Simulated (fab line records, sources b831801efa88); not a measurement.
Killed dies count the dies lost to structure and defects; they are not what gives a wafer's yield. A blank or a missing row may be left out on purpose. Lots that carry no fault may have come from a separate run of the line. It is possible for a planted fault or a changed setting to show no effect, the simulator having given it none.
Which of the tools did it? ; flow sky130 ; 12 lots, 36 wafers sampled, at 6 steps of a route of 708

## WHAT THE GAUGES SHOWED, per wafer
SKY_VT_ADJUST_HVTP_TW_MEAS_11.
lot;measured;on;VT_ADJUST_HVTP_TW
L684;day 6 17:40;film-metro-03;1341 1346 1336
L685;day 7 00:38;film-metro-03;1354 1348 1357
L687;day 7 17:14;film-metro-04;1361 1363 1361
L688;day 7 21:41;film-metro-02;1365 1367 1370
L689;day 8 01:07;film-metro-03;1348 1343 1341
L690;day 8 12:19;film-metro-03;1340 1345 1347
L691;day 8 20:16;film-metro-02;1358 1354 1360
L694;day 9 11:25;film-metro-04;1342 1343 1341
L696;day 10 03:23;film-metro-02;1366 1369 1367
L700;day 11 05:34;film-metro-03;1355 1351 1351
L702;day 11 16:49;film-metro-03;1349 1348 1346
L704;day 12 03:37;film-metro-03;1348 1338 1344

SKY_VT_ADJUST_LVTN_OVL_MEAS_18.
lot;measured;on;VT_ADJUST_LVTN_01_OVL (nm)
L684;day 8 08:58;overlay-01;0.8 1.3 1.8
L685;day 8 18:11;overlay-01;1.7 1.2 0.9
L687;day 9 12:05;overlay-02;1.4 1.7 1.1
L688;day 9 17:21;overlay-02;-0.8 2.3 0.2
L689;day 9 20:29;overlay-01;-2.5 -2.1 -4.0
L690;day 10 08:39;overlay-01;2.2 1.1 3.9
L691;day 10 16:46;overlay-01;1.5 1.8 0.5
L694;day 11 07:16;overlay-01;-1.1 0.6 0.1
L696;day 12 02:46;overlay-01;-3.2 -1.9 -1.2
L700;day 13 08:07;overlay-01;1.3 2.3 1.9
L702;day 13 18:34;overlay-01;-1.7 -1.1 -1.6
L704;day 14 06:05;overlay-02;-1.0 -1.4 -0.9

SKY_VT_ADJUST_PCH_OVL_MEAS_07.
lot;measured;on;VT_ADJUST_PCH_OVL (nm)
L684;day 11 04:52;overlay-01;0.5 -1.9 -1.4
L685;day 11 12:47;overlay-02;-1.0 -1.6 -1.5
L687;day 12 09:29;overlay-01;0.6 -0.7 0.9
L688;day 12 16:07;overlay-01;-0.7 -0.4 -0.7
L689;day 12 19:12;overlay-01;-2.1 -3.0 -1.9
L690;day 13 09:04;overlay-02;1.2 -1.5 -0.4
L691;day 13 18:29;overlay-01;-0.7 -1.4 -0.2
L694;day 14 13:20;overlay-01;- - -
L696;day 15 09:10;overlay-02;-0.5 0.7 -1.9
L700;day 16 18:25;overlay-02;-3.7 -2.7 -2.9
L702;day 17 07:28;overlay-01;-1.9 -2.9 -2.3
L704;day 17 19:08;overlay-01;-2.3 -3.1 -3.5

SKY_VT_ADJUST_PCH_TW_MEAS_10.
lot;measured;on;VT_ADJUST_PCH_TW
L684;day 11 05:08;film-metro-04;140.1 140.9 140.6
L685;day 11 13:04;film-metro-02;144.5 143.7 144.3
L687;day 12 09:46;film-metro-02;143.8 143.9 143.8
L688;day 12 16:23;film-metro-03;142.0 142.3 142.9
L689;day 12 19:29;film-metro-02;144.0 143.2 144.0
L690;day 13 09:20;film-metro-02;144.4 143.3 142.7
L691;day 13 18:46;film-metro-03;140.9 142.8 142.0
L694;day 14 13:37;film-metro-02;30.2 30.3 30.2
L696;day 15 09:30;film-metro-03;143.3 144.3 144.1
L700;day 16 18:42;film-metro-03;144.7 143.7 143.5
L702;day 17 07:45;film-metro-03;143.2 143.7 142.9
L704;day 17 19:25;film-metro-02;143.8 143.7 142.3

## EACH LOT AND THE TOOL THAT RAN IT (in order: tool; ch and the chambers of the sampled wafers; start)
lot;SKY_NWELL_RTA_28;SKY_VT_ADJUST_PCH_EXPOSE_04
L684;rtp-anneal-01 ch 0, day 5 23:32;iline-stepper-02 ch 0, day 10 18:08
L685;rtp-anneal-01 ch 0, day 6 05:48;iline-stepper-02 ch 0, day 11 01:18
L687;rtp-anneal-01 ch 0, day 6 20:51;iline-stepper-02 ch 0, day 11 21:23
L688;rtp-anneal-02 ch 0, day 7 00:53;iline-stepper-02 ch 0, day 12 04:07
L689;rtp-anneal-01 ch 0, day 7 05:05;iline-stepper-02 ch 0, day 12 07:18
L690;rtp-anneal-01 ch 0, day 7 15:09;iline-stepper-02 ch 0, day 12 20:27
L691;rtp-anneal-02 ch 0, day 7 22:19;iline-stepper-02 ch 0, day 13 05:38
L694;rtp-anneal-02 ch 0, day 8 12:44;iline-stepper-02 ch 0, day 14 00:17
L696;rtp-anneal-01 ch 0, day 9 04:47;iline-stepper-02 ch 0, day 14 19:58
L700;rtp-anneal-02 ch 0, day 10 06:31;iline-stepper-02 ch 0, day 16 04:05
L702;rtp-anneal-01 ch 0, day 10 17:09;iline-stepper-02 ch 0, day 16 17:04
L704;rtp-anneal-02 ch 0, day 11 02:36;iline-stepper-02 ch 0, day 17 04:38
- SKY_NWELL_RTA_28: time 30 s.
- SKY_VT_ADJUST_PCH_EXPOSE_04: exposes mask NWM, target cd 840 nm.

## AS READ BY THE TOOLS THEMSELVES (means over the sampled wafers that have a number; for cases with no such wafer, the mark the record gives instead)
SKY_NWELL_RTA_28.
lot;tool;lamp-power-pct (%);wafer_temp_C_max
L684;rtp-anneal-01;25.33;1054.8
L685;rtp-anneal-01;25.29;1054.9
L687;rtp-anneal-01;25.30;1055.2
L688;rtp-anneal-02;25.29;1054.9
L689;rtp-anneal-01;25.31;1055.4
L690;rtp-anneal-01;25.30;1055.4
L691;rtp-anneal-02;25.31;1054.6
L694;rtp-anneal-02;25.29;1055.4
L696;rtp-anneal-01;25.29;1055.7
L700;rtp-anneal-02;25.29;1054.5
L702;rtp-anneal-01;25.36;1054.6
L704;rtp-anneal-02;25.28;1055.5

SKY_VT_ADJUST_PCH_EXPOSE_04.
lot;tool;reticle-temp-C (C)
L684;iline-stepper-02;22.96
L685;iline-stepper-02;22.97
L687;iline-stepper-02;23.13
L688;iline-stepper-02;23.11
L689;iline-stepper-02;22.89
L690;iline-stepper-02;23.00
L691;iline-stepper-02;22.95
L694;iline-stepper-02;22.91
L696;iline-stepper-02;23.02
L700;iline-stepper-02;22.97
L702;iline-stepper-02;23.03
L704;iline-stepper-02;22.97

## THE ANSWER, worked out from the rows above alone
Rule: what is usual is taken from the lots themselves. The widest of any qualifying gaps counts: lots, ordered by their means at a reading, are off when they make up no more than a third of the lots, leave a main group of 4 or more, and stand apart from it by 3 or more times the standard deviation of that group's means. A main group is skipped when, at the precision printed for the reading in the tables above, its means are all equal. A lot without any number at a reading at which 4 lots or more have one is off too. The other lots that the step has rows for count as sound. The gauges are gone through in route order, then the tools' own readings, and for those a lot's mean is taken as printed above. The first step at which some lot is off is used, and at that step the reading that is off furthest; a lot without a number counts as furthest.
Off: L694, seen at SKY_VT_ADJUST_PCH_OVL_MEAS_07 (VT_ADJUST_PCH_OVL). Without a number there: L694. Mean -1.4 nm and standard deviation 1.1 in the main group.
A tool fits if, at a process step before that reading, it ran every lot that is off, and no sound lot after the first of them. The gauges at SKY_VT_ADJUST_PCH_OVL_MEAS_07 aren't tried: what is off there is off at SKY_VT_ADJUST_PCH_TW_MEAS_10 too, on other tools, and a gauge's error can't cause that. Of those tried, none fits.

## WHAT WAS PUT IN BY THE SIMULATOR
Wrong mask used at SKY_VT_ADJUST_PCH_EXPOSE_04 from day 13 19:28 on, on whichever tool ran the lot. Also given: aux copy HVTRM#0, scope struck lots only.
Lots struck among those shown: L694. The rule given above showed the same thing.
